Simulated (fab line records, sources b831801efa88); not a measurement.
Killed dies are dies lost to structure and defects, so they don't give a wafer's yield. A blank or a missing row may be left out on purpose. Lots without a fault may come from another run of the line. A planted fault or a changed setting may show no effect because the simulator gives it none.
Which tool did it? | flow sky130 | 6 lots, 18 wafers sampled, at 1 step of a route of 708

WHAT THE GAUGES READ, wafer by wafer
SKY_VIA4_BOW_MEAS_03.
lot  | measured     | on            | VIA4_BOW (um)
L245 | day 43 20:59 | film_metro-01 | 70 71 81
L248 | day 44 09:41 | film_metro-01 | 74 79 75
L252 | day 44 13:11 | film_metro-04 | 81 70 82
L258 | day 49 01:27 | film_metro-02 | 88 80 96
L261 | day 49 13:43 | film_metro-01 | 80 84 80
L267 | day 49 17:34 | film_metro-04 | 87 84 88

WHICH TOOL RAN EACH LOT (tool, then ch and the chambers of the sampled wafers, then the start)
The record holds no process step before these readings.

THE ANSWER, worked out from the rows above alone
Rule: what is usual is taken from the lots themselves. Put in order of their means at a reading, lots are off if they are a third of the lots or fewer, leave a main group of 4 or more, and stand apart from it by a gap of 3 or more times the standard deviation of the main group's means; of several such gaps the widest counts. A main group whose means are all the same, to the digits that the tables above print for the reading, isn't used. A lot without any number at a reading at which 4 lots or more have one is off too. The other lots that the step has rows for count as sound.
No lot is off at any reading shown: from this, nothing can be told.

WHAT THE SIMULATOR HAD PUT IN
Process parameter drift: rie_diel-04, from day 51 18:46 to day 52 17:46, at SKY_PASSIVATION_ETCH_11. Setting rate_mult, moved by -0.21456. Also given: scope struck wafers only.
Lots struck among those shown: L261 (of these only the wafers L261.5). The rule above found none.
